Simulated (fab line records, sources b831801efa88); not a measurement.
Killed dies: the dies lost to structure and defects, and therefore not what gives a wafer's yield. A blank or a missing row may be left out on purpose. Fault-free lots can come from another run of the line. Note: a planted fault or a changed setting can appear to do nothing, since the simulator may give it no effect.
The tool behind it: which one? | flow gf180mcu | Sampling: 11 lots, 33 wafers, 5 of 602 route steps

## WHAT THE GAUGES READ, wafer by wafer
GF_M4_THK_MEAS_06: measures by xrf. Usual: M4_ALCU_THK 453 nm, standard deviation 6.1.
lot  | measured     | on            | M4_ALCU_THK (nm) | flag
L811 | day 23 11:18 | film metro-01 | 451 446 452      |
L812 | day 23 14:18 | film metro-02 | 454 451 449      |
L815 | day 24 16:13 | film metro-01 | 452 460 442      |
L816 | day 25 04:53 | film metro-01 | 452 452 452      |
L823 | day 27 16:15 | film metro-04 | 462 457 453      |
L824 | day 27 22:34 | film metro-04 | 453 444 459      |
L825 | day 28 00:20 | film metro-01 | 458 453 450      |
L826 | day 28 09:05 | film metro-02 | 450 446 451      |
L828 | day 28 21:20 | film metro-04 | 443 446 444      |
L831 | day 29 16:14 | film metro-02 | 455 463 460      |
L832 | day 29 19:05 | film metro-04 | 452 453 451      |

GF_M4_OVL_MEAS_15. Usual: M4_OVL -2 nm, standard deviation 5.
lot  | measured     | on         | M4_OVL (nm) | flag
L811 | day 24 09:44 | overlay-01 | -3 -11 -3   |
L812 | day 24 13:23 | overlay-02 | 5 -1 0      |
L815 | day 25 13:50 | overlay-01 | -6 -2 -9    |
L816 | day 26 02:35 | overlay-02 | -3 -4 -5    |
L823 | day 28 11:36 | overlay-01 | 3 -1 -2     |
L824 | day 28 17:13 | overlay-01 | 2 6 -5      |
L825 | day 28 19:55 | overlay-01 | 4 3 3       |
L826 | day 29 04:23 | overlay-02 | -6 0 -9     |
L828 | day 29 16:42 | overlay-02 | -7 -4 -5    |
L831 | day 30 10:50 | overlay-02 | -13 -9 -9   |
L832 | day 30 13:52 | overlay-01 | 2 2 -1      |

GF_PASSIVATION_THK_MEAS_01. Usual: PASSIVATION_CVD_00_THK 995 nm, standard deviation 14.
lot  | measured     | on            | PASSIVATION_CVD_00_THK (nm) | flag
L811 | day 29 01:13 | film metro-03 | 988 1003 1018               |
L812 | day 29 05:26 | film metro-02 | 984 996 1001                |
L815 | day 30 00:00 | film metro-02 | 981 1001 855                | OFF
L816 | day 30 12:07 | film metro-04 | 965 982 827                 | OFF
L823 | day 32 14:56 | film metro-03 | 1000 996 1008               |
L824 | day 32 18:14 | film metro-02 | 1019 1033 1027              |
L825 | day 32 20:29 | film metro-03 | 984 996 990                 |
L826 | day 33 03:57 | film metro-03 | 993 1002 1002               |
L828 | day 33 14:26 | film metro-04 | 1009 1002 1003              |
L831 | day 34 06:49 | film metro-02 | 983 1003 1003               |
L832 | day 34 09:24 | film metro-04 | 972 1010 1005               |

## WHICH TOOL RAN EACH LOT (tool, then ch and the chambers of the sampled wafers, then the start)
lot  | GF_TOP_METAL_SPUTTER_02      | GF_PASSIVATION_CVD_00
L811 | pvd sputter-02, day 28 04:51 | pecvd-03 ch 0,1,2, day 29 01:05
L812 | pvd sputter-04, day 28 08:39 | pecvd-02 ch 0,1,2, day 29 05:22
L815 | pvd sputter-02, day 29 04:35 | pecvd-02 ch 0,1,2, day 29 23:55
L816 | pvd sputter-02, day 29 17:16 | pecvd-02 ch 0,1,2, day 30 12:01
L823 | pvd sputter-03, day 31 20:55 | pecvd-03 ch 0,1,2, day 32 14:51
L824 | pvd sputter-02, day 32 00:38 | pecvd-04 ch 0,1, day 32 18:09
L825 | pvd sputter-03, day 32 02:44 | pecvd-02 ch 0,2, day 32 20:23
L826 | pvd sputter-02, day 32 10:25 | pecvd-02 ch 0,2, day 33 03:52
L828 | pvd sputter-03, day 32 21:25 | pecvd-02 ch 0,1,2, day 33 14:22
L831 | pvd sputter-03, day 33 14:02 | pecvd-02 ch 0,1, day 34 06:43
L832 | pvd sputter-03, day 33 17:19 | pecvd-02 ch 0,1, day 34 09:19
- GF_TOP_METAL_SPUTTER_02: material AlCu, target thk 900 nm, time 47.82 s.
- GF_PASSIVATION_CVD_00: deposits SiO2 from TEOS, target thk 1000 nm, time 111.95 s.

## AS READ BY THE TOOLS THEMSELVES (means over the sampled wafers that have a number; for cases with no such wafer, the mark the record gives instead)
GF_TOP_METAL_SPUTTER_02. Usual: 29.5 % for throttle valve pct, sd 0.9.
lot  | tool           | throttle valve pct (%) | flag
L811 | pvd sputter-02 | 29.3                   |
L812 | pvd sputter-04 | 29.2                   |
L815 | pvd sputter-02 | 28.9                   |
L816 | pvd sputter-02 | 28.9                   |
L823 | pvd sputter-03 | 30.4                   |
L824 | pvd sputter-02 | 28.8                   |
L825 | pvd sputter-03 | 29.5                   |
L826 | pvd sputter-02 | 29.3                   |
L828 | pvd sputter-03 | 30.6                   |
L831 | pvd sputter-03 | 30.5                   |
L832 | pvd sputter-03 | 29.5                   |

GF_PASSIVATION_CVD_00. Usual: heater power w 674 W, standard deviation 110; susceptor temp C 400.03 C, standard deviation 0.21.
lot  | tool     | heater power w (W) | susceptor temp C (C) | flag
L811 | pecvd-03 | 746                | 399.94               |
L812 | pecvd-02 | 668                | 399.94               |
L815 | pecvd-02 | 576                | 400.08               |
L816 | pecvd-02 | 673                | 400.06               |
L823 | pecvd-03 | 734                | 400.28               |
L824 | pecvd-04 | 610                | 400.02               |
L825 | pecvd-02 | 689                | 399.95               |
L826 | pecvd-02 | 689                | 400.12               |
L828 | pecvd-02 | 610                | 399.95               |
L831 | pecvd-02 | 571                | 399.92               |
L832 | pecvd-02 | 565                | 400.15               |

## THE ANSWER, worked out from the rows above alone
Rule: a lot is off if the mean of its wafers that have a number lies more than 3 standard deviations from the usual mean. A lot without any number at a reading at which 4 lots or more have one is off too. All remaining lots with rows at the step are treated as sound. After the gauges, taken in route order, come the tools' own readings; for these a lot's mean is taken, as printed above. At the first step where some lot is off, the reading lying furthest off is the one used; lots without a number count as furthest.
Off: L815, L816, seen at GF_PASSIVATION_THK_MEAS_01 (PASSIVATION_CVD_00_THK).
A tool fits if, at a process step before that reading, it ran every lot that is off, and no sound lot after the first of them. Those tools and the gauges at GF_PASSIVATION_THK_MEAS_01 are tried in the same way. No candidate that was tried fits.

## WHAT WAS PUT IN BY THE SIMULATOR
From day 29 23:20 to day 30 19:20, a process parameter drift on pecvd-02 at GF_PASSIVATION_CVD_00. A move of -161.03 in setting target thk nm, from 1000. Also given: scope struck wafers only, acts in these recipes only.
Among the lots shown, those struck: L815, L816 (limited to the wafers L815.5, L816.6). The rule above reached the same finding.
